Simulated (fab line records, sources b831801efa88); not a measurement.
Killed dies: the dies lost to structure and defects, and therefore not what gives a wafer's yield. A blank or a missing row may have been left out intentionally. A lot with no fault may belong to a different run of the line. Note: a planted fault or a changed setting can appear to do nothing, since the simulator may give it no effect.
fab line records    flow sky130
[record] lots = 6  wafers = 18  last-day = 49
route steps=708 shown POLY_CUT@314 SD_P@320 RES_XHIGH@332 PAD_OPEN@708
lots with no fault: from the same line, run without faults
start-h: the number of hours between the record's first day and the start of the first shown wafer of the lot    wait-h: how many hours have passed since the lot's step before this one    " repeats the value in the row above    L1.1+2: a row that stands for several wafers    - value missing, or start not given    * or withheld: withheld    < > ~ a bound
route shown NAME@n: a module of which the file shows steps, and the number in the route of the first    usual: the fault-free wafers' mean and standard deviation    same: alike in all rows    chamber/n: place in a boat    sites: readings site by site    _std_site: how widely they spread, as a standard deviation    _edge_site: the outer-site mean with the inner-site mean subtracted    radius-mm: for every site, how far away it sits from the centre of the wafer    mask NAME#n: copy n    behind: the most recent tool/chamber to have shaped the wafer    hold: cause of the lot's hold/its duration in hours/its outcome    device: the transistor (n, p or np) that didn't switch    end of line: at the end of the route, the tests of the same wafers    a step with no rows: only its recipe    killed: the dies lost at the first sort to structure and to defects; this is not the yield of the wafer    map: a wafer's dies, marking killed ones x, the rest . and places with no die _
set.NAME: the setting the step ran with; set.NAME@STEP: the setting that earlier step ran with    model.NAME: the simulator's own value behind a step, which no gauge read
lots seen at some steps along the route; tables by step, rows by wafer
services: when a tool's chamber went out of use (start-h, in hours from the record's first day, below 0 if earlier), for how many hours, and the reason
[[steps]]
[step SKY_POLY_CUT_DEVELOP_07]
[recipe] develop-time-s = 60  resist = KrF-thick  dev-temp-c = 21
[step SKY_POLY_CUT_CD_MEAS_08]
[recipe] target-cd-nm = 270
[usual] cd-nm = 269.9/1.3
lot.wafer  tool       chamber  start-h  wait-h  cd-nm
L709.3     cd-sem-02  -        565.51   -       272.5
L709.4     "          -        "        "       272.6
L709.6     "          -        "        "       273.0
L714.1     cd-sem-01  -        619.13   -       271.0
L714.3     "          -        "        "       270.3
L714.6     "          -        "        "       268.5
L715.3     cd-sem-01  -        624.72   -       267.9
L715.4     "          -        "        "       269.3
L715.6     "          -        "        "       269.1
L716.1     cd-sem-01  -        634.17   -       269.6
L716.2     "          -        "        "       270.4
L716.5     "          -        "        "       270.9
L721.2     cd-sem-01  -        668.35   -       269.4
L721.4     "          -        "        "       268.8
L721.6     "          -        "        "       268.9
L724.3     cd-sem-02  -        706.35   -       270.4
L724.5     "          -        "        "       270.1
L724.6     "          -        "        "       271.9
[step SKY_POLY_CUT_OVL_MEAS_09]
[usual] POLY_CUT_OVL = 1/5.9
lot.wafer  tool        chamber  start-h  wait-h  POLY_CUT_OVL[nm]
L709.3     overlay-01  -        565.61   0.1     -10
L709.4     "           -        "        "       -3
L709.6     "           -        "        "       3
L714.1     overlay-01  -        619.25   0.1     5
L714.3     "           -        "        "       4
L714.6     "           -        "        "       7
L715.3     overlay-01  -        624.82   0.1     4
L715.4     "           -        "        "       5
L715.6     "           -        "        "       0
L716.1     overlay-01  -        634.29   0.1     -3
L716.2     "           -        "        "       -6
L716.5     "           -        "        "       -7
L721.2     overlay-01  -        668.46   0.1     3
L721.4     "           -        "        "       1
L721.6     "           -        "        "       2
L724.3     overlay-01  -        706.44   0.1     0
L724.5     "           -        "        "       -3
L724.6     "           -        "        "       0
[step SKY_POLY_CUT_ETCH_10]
[recipe] chemistry = N2/H2  target = BARC  ion-energy-ev = 200  source-w = 500  bias-w = 100  pressure-mtorr = 30  n2-flow-sccm = 100  h2-flow-sccm = 200  stop-on = SiO2  time-s = 45.9  target-depth-a = 600
[usual] drypump-motor-current-A = 5.7/0.52  oes-product-au = 0.855/0.0047  throttle-valve-pct = 13.226/0.0098
lot.wafer  tool         chamber  start-h  wait-h  drypump-motor-current-A  oes-product-au  rf-hours-counter-h  throttle-valve-pct
L709.3     rie-diel-02  2        565.63   0.0     6.3                      0.852           6                   13.231
L709.4     "            3        "        "       5.7                      0.856           1                   13.223
L709.6     "            2        "        "       6.3                      0.852           -                   13.221
L714.1     rie-diel-02  3        619.29   0.0     5.7                      0.857           3                   13.234
L714.3     "            0        "        "       6.3                      0.849           13                  13.231
L714.6     "            2        "        "       6.3                      0.855           -                   13.213
L715.3     rie-diel-01  3        624.84   0.0     6.0                      0.856           28                  13.240
L715.4     "            1        "        "       6.0                      0.847           1                   13.232
L715.6     "            2        "        "       5.0                      0.858           -                   13.207
L716.1     rie-diel-01  0        634.33   0.0     4.8                      0.858           15                  13.229
L716.2     "            1        "        "       6.1                      0.858           2                   13.233
L716.5     "            1        "        "       6.0                      0.859           -                   13.230
L721.2     rie-diel-04  0        668.49   0.0     5.0                      0.851           40                  13.221
L721.4     "            1        "        "       6.0                      0.858           -                   13.239
L721.6     "            2        "        "       5.2                      0.854           -                   13.233
L724.3     rie-diel-01  1        706.47   0.0     6.0                      0.850           3                   13.233
L724.5     "            3        "        "       6.0                      0.848           -                   13.222
L724.6     "            1        "        "       6.1                      0.859           -                   13.224
[step SKY_POLY_CUT_ETCH_11]
[recipe] target = Si3N4  chemistry = CF4/CH2F2/Ar  stop-on = poly-Si  source-w = 600  bias-w = 150  pressure-mtorr = 40  cf4-flow-sccm = 40  ch2f2-flow-sccm = 20  Ar_flow_sccm = 150  time-s = 42.5  target-depth-a = 600
[usual] drypump-motor-current-A = 5.6/0.52  oes-product-au = 0.828/0.0063  throttle-valve-pct = 14.995/0.0086
lot.wafer  tool         chamber  start-h  wait-h  drypump-motor-current-A  oes-product-au  rf-hours-counter-h  throttle-valve-pct
L709.3     rie-diel-02  2        565.67   0.0     6.3                      0.821           6                   15.004
L709.4     "            3        "        "       5.7                      0.824           1                   15.011
L709.6     "            2        "        "       6.3                      0.818           -                   15.004
L714.1     rie-diel-02  3        619.33   0.0     5.7                      0.825           3                   14.995
L714.3     "            0        "        "       6.3                      0.825           13                  14.996
L714.6     "            2        "        "       6.2                      0.828           -                   15.005
L715.3     rie-diel-01  3        624.88   0.0     6.0                      0.820           28                  15.002
L715.4     "            1        "        "       6.1                      0.820           1                   14.983
L715.6     "            2        "        "       5.0                      0.825           -                   15.002
L716.1     rie-diel-01  0        634.37   0.0     4.8                      0.841           15                  14.986
L716.2     "            1        "        "       6.1                      0.839           2                   14.998
L716.5     "            1        "        "       6.1                      0.845           -                   14.990
L721.2     rie-diel-04  0        668.53   0.0     5.0                      0.823           40                  14.976
L721.4     "            1        "        "       6.0                      0.834           -                   14.993
L721.6     "            2        "        "       5.2                      0.837           -                   14.992
L724.3     rie-diel-01  1        706.51   0.0     6.1                      0.825           3                   14.989
L724.5     "            3        "        "       6.0                      0.826           -                   14.976
L724.6     "            1        "        "       6.1                      0.829           -                   15.000
[step SKY_POLY_CUT_STRIP_12]
[recipe] chemistry = O2/N2  power-w = 1400  pressure-mtorr = 1500  platen-temp-c = withheld  o2-flow-sccm = 3000  n2-flow-sccm = 300  overash-fraction = 0.5
[usual] drypump-motor-current-A = 5.5/0.51  oes-product-au = 0.453/0.0046  strip-time-to-endpoint-s = 5.362/0.019
lot.wafer  tool             chamber  start-h  wait-h  drypump-motor-current-A  oes-product-au  rf-hours-counter-h  strip-time-to-endpoint-s
L709.3     plasma-asher-01  1        565.75   0.1     5.3                      0.454           -                   5.332
L709.4     "                0        "        "       4.8                      0.453           -                   5.334
L709.6     "                1        "        "       5.3                      0.443           -                   5.321
L714.1     plasma-asher-01  1        619.37   0.0     5.3                      0.454           19                  5.362
L714.3     "                0        "        "       4.8                      0.454           -                   5.389
L714.6     "                1        "        "       5.3                      0.454           -                   5.394
L715.3     plasma-asher-02  0        624.96   0.1     4.9                      0.458           -                   5.393
L715.4     "                1        "        "       5.6                      0.446           -                   5.376
L715.6     "                1        "        "       5.6                      0.450           -                   5.384
L716.1     plasma-asher-01  0        634.41   0.0     4.8                      0.455           20                  5.374
L716.2     "                1        "        "       5.3                      0.463           20                  5.368
L716.5     "                0        "        "       4.8                      0.458           -                   5.369
L721.2     plasma-asher-04  1        668.57   0.0     6.0                      0.455           99                  5.326
L721.4     "                0        "        "       6.1                      0.448           -                   5.301
L721.6     "                0        "        "       6.1                      0.451           -                   5.325
L724.3     plasma-asher-01  0        706.58   0.1     4.8                      0.457           -                   5.353
L724.5     "                1        "        "       5.3                      0.449           -                   5.361
L724.6     "                0        "        "       4.8                      0.456           -                   5.379
[step SKY_SD_P_DEHYDRATE_00]
[recipe] temp-c = 200  time-s = 60
[step SKY_SD_P_HMDS_01]
[recipe] prime-time-s = 60  prime-temp-c = 120
[step SKY_SD_P_COAT_02]
[recipe] resist = NOVOLAK  spin-rpm = 3000  resist-thk-nm = 1140
[step SKY_SD_P_SOFTBAKE_03]
[recipe] temp-c = 90  time-s = 60  resist = NOVOLAK
[step SKY_SD_P_EXPOSE_04]
[recipe] mask-id = PSDM  na = 0.6  source-shape = conventional  sigma-outer = 0.6  polarization = unpolarized  target-cd-nm = 380  dose-mj = 138
[step SKY_SD_P_PEB_05]
[recipe] temp-c = withheld  time-s = *  resist = NOVOLAK
[step SKY_SD_P_DEVELOP_06]
[recipe] resist = NOVOLAK  developer = TMAH  develop-time-s = 60  dev-temp-c = 23
lot.wafer   tool            chamber  start-h  wait-h
L709.3+4+6  litho-track-02  0        593.84   0.1
L714.1+3+6  litho-track-02  0        647.44   0.1
L715.3+4+6  litho-track-02  0        653.59   0.1
L716.1+2+5  litho-track-04  0        662.81   0.1
L721.2+4+6  litho-track-04  0        696.14   0.1
L724.3+5+6  litho-track-03  0        734.83   0.1
[step SKY_SD_P_OVL_MEAS_08]
[usual] SD_P_OVL = -0.7/1.2
lot.wafer  tool        chamber  start-h  wait-h  SD_P_OVL[nm]
L709.3     overlay-01  -        594.07   0.1     -0.6
L709.4     "           -        "        "       -0.8
L709.6     "           -        "        "       -0.5
L714.1     overlay-01  -        647.71   0.1     -1.2
L714.3     "           -        "        "       -0.6
L714.6     "           -        "        "       -0.7
L715.3     overlay-01  -        653.82   0.1     -1.2
L715.4     "           -        "        "       0.1
L715.6     "           -        "        "       -0.4
L716.1     overlay-02  -        663.08   0.1     0.4
L716.2     "           -        "        "       -0.5
L716.5     "           -        "        "       1.9
L721.2     overlay-01  -        696.39   0.1     -0.8
L721.4     "           -        "        "       -1.1
L721.6     "           -        "        "       -0.8
L724.3     overlay-02  -        735.07   0.1     -1.9
L724.5     "           -        "        "       -0.8
L724.6     "           -        "        "       -1.2
[step SKY_SD_P_IMPLANT_09]
[recipe] species = BF2  energy-kev = 20  dose-cm2 = 3e+15  tilt-deg = 0
[step SKY_SD_P_STRIP_10]
[recipe] chemistry = O2/N2  power-w = 1400  pressure-mtorr = 1500  platen-temp-c = withheld  o2-flow-sccm = 3000  n2-flow-sccm = 300  overash-fraction = 0.5
[usual] drypump-motor-current-A = 5.7/0.34  oes-product-au = 0.618/0.0048  strip-time-to-endpoint-s = 17.51/0.039
lot.wafer  tool             chamber  start-h  wait-h  drypump-motor-current-A  oes-product-au  rf-hours-counter-h  strip-time-to-endpoint-s
L709.3     plasma-asher-03  0        594.27   0.1     5.5                      0.623           -                   17.52
L709.4     "                1        "        "       5.8                      0.616           -                   17.60
L709.6     "                0        "        "       5.5                      0.622           -                   17.54
L714.1     plasma-asher-02  0        647.89   0.1     4.9                      0.629           53                  17.56
L714.3     "                1        "        "       5.6                      0.616           -                   17.52
L714.6     "                0        "        "       5.0                      0.622           -                   17.55
L715.3     plasma-asher-03  0        654.02   0.1     5.5                      0.609           -                   17.55
L715.4     "                1        "        "       5.7                      0.613           -                   17.53
L715.6     "                0        "        "       5.5                      0.619           -                   17.53
L716.1     plasma-asher-04  1        663.27   0.1     6.0                      0.605           98                  17.54
L716.2     "                0        "        "       6.1                      0.611           98                  17.50
L716.5     "                1        "        "       6.0                      0.617           -                   17.55
L721.2     plasma-asher-02  1        696.57   0.1     5.6                      0.614           58                  17.57
L721.4     "                1        "        "       5.6                      0.615           -                   17.59
L721.6     "                0        "        "       4.9                      0.622           -                   17.58
L724.3     plasma-asher-03  0        735.27   0.1     5.5                      0.616           -                   17.52
L724.5     "                1        "        "       5.8                      0.623           -                   17.51
L724.6     "                0        "        "       5.5                      0.616           -                   17.47
[step SKY_SD_P_TW_MEAS_11]
[usual] SD_P_TW = 2821/17
lot.wafer  tool           chamber  start-h  wait-h  SD_P_TW
L709.3     film-metro-02  -        594.36   0.1     2862
L709.4     "              -        "        "       2853
L709.6     "              -        "        "       2851
L714.1     film-metro-02  -        647.99   0.1     30
L714.3     "              -        "        "       30
L714.6     "              -        "        "       30
L715.3     film-metro-03  -        654.11   0.1     30
L715.4     "              -        "        "       30
L715.6     "              -        "        "       30
L716.1     film-metro-04  -        663.37   0.1     2829
L716.2     "              -        "        "       2825
L716.5     "              -        "        "       2842
L721.2     film-metro-04  -        696.68   0.1     2812
L721.4     "              -        "        "       2814
L721.6     "              -        "        "       2813
L724.3     film-metro-03  -        735.36   0.1     2826
L724.5     "              -        "        "       2823
L724.6     "              -        "        "       2831
[step SKY_RES_XHIGH_DEHYDRATE_00]
[recipe] temp-c = 200  time-s = 60
[step SKY_PAD_OPEN_PROBE_99]
[usual] killed_at_M0_to_M3 = 44/7  killed_at_M4_up = 3.0/1.9  killed-at-contacts = 24/5.4  killed-at-front-end = 15/4.6  killed-at-other = 0.3/0.5  killed-dies = 87/10  killed-on-rim = 17/3.5  killed-open = 47/7  killed-short = 40/6.2
[same] gross-dies = 492  killed-at-back-side = 0
lot.wafer  tool       chamber  start-h  wait-h  killed_at_M0_to_M3  killed_at_M4_up  killed-at-contacts  killed-at-front-end  killed-at-other  killed-dies  killed-on-rim  killed-open  killed-short
L714.1     prober-01  -        1120.09  0.1     35                  0                25                  432                  0                492          96             45           32
L714.3     prober-01  -        1120.19  0.2     65                  4                20                  401                  2                492          96             56           49
L714.6     prober-01  -        1120.34  0.2     49                  4                28                  411                  0                492          96             54           41
L715.3     prober-02  -        1120.65  0.2     33                  4                28                  427                  0                492          96             39           38
L715.4     prober-02  -        1120.70  0.2     43                  1                31                  417                  0                492          96             45           42
L715.6     prober-02  -        1120.80  0.2     42                  6                34                  410                  0                492          96             56           41
L716.1     prober-01  -        1128.11  0.1     52                  1                17                  18                   0                88           21             44           44
L716.2     prober-01  -        1128.16  0.1     34                  4                24                  15                   0                77           14             38           39
L716.5     prober-01  -        1128.31  0.2     42                  4                30                  13                   0                89           16             46           43
L721.2     prober-02  -        1151.86  0.1     50                  1                14                  16                   0                81           15             39           42
L721.4     prober-02  -        1151.96  0.2     59                  6                16                  26                   0                107          25             55           52
L721.6     prober-02  -        1152.06  0.2     33                  5                28                  21                   0                87           19             49           38
L724.3     prober-02  -        1174.94  0.2     43                  4                20                  10                   1                78           10             40           38
L724.5     prober-02  -        1175.04  0.2     50                  3                17                  13                   0                83           17             46           37
L724.6     prober-02  -        1175.09  0.2     40                  3                24                  18                   0                85           14             42           43
// killed by level:class
L714.1 SD_P:area-develop=415 CONTACT:geometric-particle:open=13 VIA1:geometric-particle:open=9 FIELD_ISO:geometric-particle:short=5 VIA3:geometric-particle:open=5 LI_CONTACT:geometric-particle:open=4 VIA2:geometric-particle:open=4 VIA2:geometric-particle:short=4
L714.3 SD_P:area-develop=387 METAL1:geometric-particle:short=11 VIA1:geometric-particle:open=10 VIA3:geometric-particle:open=10 VIA1:geometric-particle:short=9 VIA2:geometric-particle:open=9 LI_CONTACT:geometric-particle:open=8 VIA3:geometric-particle:short=6
L714.6 SD_P:area-develop=397 VIA3:geometric-particle:open=11 VIA1:geometric-particle:open=10 LI_CONTACT:geometric-particle:open=9 CONTACT:geometric-particle:open=8 METAL1:geometric-particle:short=5 VIA1:geometric-particle:short=5 SPACER:geometric-particle:short=4
L715.3 SD_P:area-develop=415 CONTACT:geometric-particle:open=10 LI_CONTACT:geometric-particle:open=8 FIELD_ISO:geometric-particle:short=6 VIA1:geometric-particle:open=6 METAL2:geometric-particle:short=5 METAL1:geometric-particle:short=5 VIA2:geometric-particle:open=5
L715.4 SD_P:area-develop=405 VIA1:geometric-particle:open=10 CONTACT:geometric-particle:open=8 VIA2:geometric-particle:open=8 FIELD_ISO:geometric-particle:short=6 LI_CONTACT:geometric-particle:short=6 METAL1:geometric-particle:short=6 LI_CONTACT:geometric-particle:open=5
L715.6 SD_P:area-develop=395 CONTACT:geometric-particle:open=16 VIA1:geometric-particle:open=12 VIA3:geometric-particle:open=7 LOCAL_INTERCONNECT:geometric-particle:short=7 METAL1:geometric-particle:short=7 CONTACT:geometric-particle:short=6 POLY_GATE:geometric-particle:open=4
L716.1 CONTACT:geometric-particle:open=8 VIA1:geometric-particle:open=8 CONTACT:geometric-particle:short=6 METAL3:geometric-particle:short=6 VIA2:geometric-particle:short=6 VIA2:geometric-particle:open=6 VIA3:geometric-particle:open=6 POLY_GATE:geometric-particle:short=5
L716.2 CONTACT:geometric-particle:short=7 CONTACT:geometric-particle:open=7 VIA2:geometric-particle:open=7 METAL2:geometric-particle:short=6 LI_CONTACT:geometric-particle:open=5 VIA1:geometric-particle:short=5 VIA1:geometric-particle:open=5 FIELD_ISO:geometric-particle:short=4
L716.5 VIA1:geometric-particle:open=9 VIA2:geometric-particle:open=9 LI_CONTACT:geometric-particle:open=8 CONTACT:geometric-particle:open=8 CONTACT:geometric-particle:short=7 VIA1:geometric-particle:short=5 METAL2:geometric-particle:short=5 FIELD_ISO:geometric-particle:open=4
L721.2 VIA1:geometric-particle:open=9 METAL1:geometric-particle:short=8 FIELD_ISO:geometric-particle:short=7 VIA3:geometric-particle:open=7 LI_CONTACT:geometric-particle:open=6 VIA1:geometric-particle:short=6 VIA2:geometric-particle:open=6 POLY_GATE:geometric-particle:short=4
L721.4 POLY_GATE:geometric-particle:open=15 VIA1:geometric-particle:open=15 METAL1:geometric-particle:short=10 VIA3:geometric-particle:short=7 METAL2:geometric-particle:short=7 VIA3:geometric-particle:open=6 POLY_GATE:geometric-particle:short=5 LI_CONTACT:geometric-particle:open=5
L721.6 VIA1:geometric-particle:open=12 CONTACT:geometric-particle:open=8 LI_CONTACT:geometric-particle:open=7 LOCAL_INTERCONNECT:geometric-particle:short=7 FIELD_ISO:geometric-particle:short=6 POLY_GATE:geometric-particle:open=6 VIA1:geometric-particle:short=5 FIELD_ISO:geometric-particle:open=4
L724.3 VIA2:geometric-particle:open=11 VIA3:geometric-particle:open=10 CONTACT:geometric-particle:open=6 LI_CONTACT:geometric-particle:open=5 CONTACT:geometric-particle:short=5 METAL2:geometric-particle:short=5 LOCAL_INTERCONNECT:geometric-particle:short=4 METAL4:geometric-particle:short=4
L724.5 METAL2:geometric-particle:short=11 VIA1:geometric-particle:open=11 CONTACT:geometric-particle:open=8 VIA2:geometric-particle:open=7 VIA1:geometric-particle:short=6 VIA3:geometric-particle:open=6 FIELD_ISO:geometric-particle:open=5 LI_CONTACT:geometric-particle:open=5
L724.6 METAL2:geometric-particle:short=8 VIA2:geometric-particle:open=7 POLY_GATE:geometric-particle:open=6 LI_CONTACT:geometric-particle:short=6 LI_CONTACT:geometric-particle:open=6 CONTACT:geometric-particle:open=6 VIA1:geometric-particle:open=5 VIA3:geometric-particle:short=5
// map L714.1 (x killed, . not)
__________xxxxxxxxxx_________
________xxxxxxxxxxxxxx_______
______xxxxxxxxxxxxxxxxxx_____
_____xxxxxxxxxxxxxxxxxxxx____
____xxxxxxxxxxxxxxxxxxxxxx___
___xxxxxxxxxxxxxxxxxxxxxxxx__
__xxxxxxxxxxxxxxxxxxxxxxxxxx_
_xxxxxxxxxxxxxxxxxxxxxxxxxxxx
_xxxxxxxxxxxxxxxxxxxxxxxxxxxx
_xxxxxxxxxxxxxxxxxxxxxxxxxxxx
_xxxxxxxxxxxxxxxxxxxxxxxxxxxx
_xxxxxxxxxxxxxxxxxxxxxxxxxxxx
_xxxxxxxxxxxxxxxxxxxxxxxxxxxx
_xxxxxxxxxxxxxxxxxxxxxxxxxxxx
_xxxxxxxxxxxxxxxxxxxxxxxxxxxx
__xxxxxxxxxxxxxxxxxxxxxxxxxx_
___xxxxxxxxxxxxxxxxxxxxxxxx__
____xxxxxxxxxxxxxxxxxxxxxx___
_____xxxxxxxxxxxxxxxxxxxx____
______xxxxxxxxxxxxxxxxxx_____
________xxxxxxxxxxxxxx_______
__________xxxxxxxxxx_________
// map L715.3 (x killed, . not)
__________xxxxxxxxxx_________
________xxxxxxxxxxxxxx_______
______xxxxxxxxxxxxxxxxxx_____
_____xxxxxxxxxxxxxxxxxxxx____
____xxxxxxxxxxxxxxxxxxxxxx___
___xxxxxxxxxxxxxxxxxxxxxxxx__
__xxxxxxxxxxxxxxxxxxxxxxxxxx_
_xxxxxxxxxxxxxxxxxxxxxxxxxxxx
_xxxxxxxxxxxxxxxxxxxxxxxxxxxx
_xxxxxxxxxxxxxxxxxxxxxxxxxxxx
_xxxxxxxxxxxxxxxxxxxxxxxxxxxx
_xxxxxxxxxxxxxxxxxxxxxxxxxxxx
_xxxxxxxxxxxxxxxxxxxxxxxxxxxx
_xxxxxxxxxxxxxxxxxxxxxxxxxxxx
_xxxxxxxxxxxxxxxxxxxxxxxxxxxx
__xxxxxxxxxxxxxxxxxxxxxxxxxx_
___xxxxxxxxxxxxxxxxxxxxxxxx__
____xxxxxxxxxxxxxxxxxxxxxx___
_____xxxxxxxxxxxxxxxxxxxx____
______xxxxxxxxxxxxxxxxxx_____
________xxxxxxxxxxxxxx_______
__________xxxxxxxxxx_________
[[services]]
tool             chamber  start-h  hours  kind
plasma-asher-01  -        557.33   1.6    repair
rie-diel-01      0        580.61   2.1    repair
rie-diel-01      -        590.82   4.4    repair
plasma-asher-02  -        595.70   1.3    repair
rie-diel-04      2        610.10   13.1   repair
rie-diel-02      -        627.10   0.3    repair
rie-diel-01      -        641.74   15.6   pm
rie-diel-04      0        643.15   6.1    repair
plasma-asher-04  -        644.00   2.8    pm
rie-diel-04      3        665.45   4.1    repair
rie-diel-02      2        678.01   7.1    repair
rie-diel-01      0        680.37   35.0   repair
plasma-asher-03  -        681.79   2.5    repair
rie-diel-04      -        721.22   2.8    pm
plasma-asher-04  -        733.75   9.0    pm
plasma-asher-04  0        733.75   9.0    vent-cycle
plasma-asher-04  1        733.75   9.0    vent-cycle
[[key]]
[first-sign] step = SKY_SD_P_TW_MEAS_11  reading = SD_P_TW  direction = down  sigmas = 99+  usual = 2821  struck = 30
[effect] step = SKY_PAD_OPEN_PROBE_99  reading = killed-at-front-end  direction = up  sigmas = 87  usual = 15  struck = 416
[more-kills-born-at] SKY_SD_P_DEVELOP_06@litho-track-02 = 2414
met-at SKY_SD_P_DEVELOP_06
struck-wafers L714.1,L714.3,L714.6,L715.3,L715.4,L715.6
tester-left-out L714,L715
onset-between 593.84 647.44
[fault] kind = process-parameter-drift  tool = litho-track-02  chamber = -  onset-h = 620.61  steps = SKY_SD_P_DEVELOP_06  channel = develop-time-s  offset = *  shape = step  end-h = 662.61  acts-in = *  stated = *
// tester-left-out: of these lots the tester's yield and bins aren't shown, on N5 and GAA mostly nor the transistor test; their killed dies are dies lost to structure and defects alone, not to doping, threshold or leakage, so they don't give the yield
